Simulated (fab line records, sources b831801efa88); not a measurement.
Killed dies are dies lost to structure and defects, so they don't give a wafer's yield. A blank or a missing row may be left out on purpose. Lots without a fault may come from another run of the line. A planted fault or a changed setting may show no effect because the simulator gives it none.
Which tool did it? | flow sky130 | 12 lots, 36 wafers sampled, at 1 step of a route of 708

WHAT THE GAUGES READ, wafer by wafer
SKY_NWELL_TW_MEAS_15.
lot  | measured     | on            | NWELL_TW
L075 | day 4 21:34  | film_metro-04 | 1832 1837 1840
L077 | day 5 08:11  | film_metro-01 | 1823 1812 1824
L079 | day 5 21:02  | film_metro-03 | 1833 1839 1842
L081 | day 6 11:53  | film_metro-01 | 1814 1823 1822
L083 | day 7 05:22  | film_metro-01 | 1831 1821 1827
L085 | day 7 13:43  | film_metro-01 | 1830 1819 1822
L087 | day 7 18:22  | film_metro-04 | 1829 1840 1834
L089 | day 8 07:01  | film_metro-03 | 1800 1821 1819
L091 | day 8 17:52  | film_metro-03 | 1810 1816 1819
L093 | day 9 03:10  | film_metro-03 | 1816 1809 1812
L095 | day 9 20:22  | film_metro-03 | 1822 1811 1825
L097 | day 10 07:07 | film_metro-04 | 1834 1834 1841

WHICH TOOL RAN EACH LOT (tool, then ch and the chambers of the sampled wafers, then the start)
The record holds no process step before these readings.

THE ANSWER, worked out from the rows above alone
Rule: what is usual is taken from the lots themselves. Put in order of their means at a reading, lots are off if they are a third of the lots or fewer, leave a main group of 4 or more, and stand apart from it by a gap of 3 or more times the standard deviation of the main group's means; of several such gaps the widest counts. A main group whose means are all the same, to the digits that the tables above print for the reading, isn't used. A lot without any number at a reading at which 4 lots or more have one is off too. The other lots that the step has rows for count as sound.
No lot is off at any reading shown: from this, nothing can be told.

WHAT THE SIMULATOR HAD PUT IN
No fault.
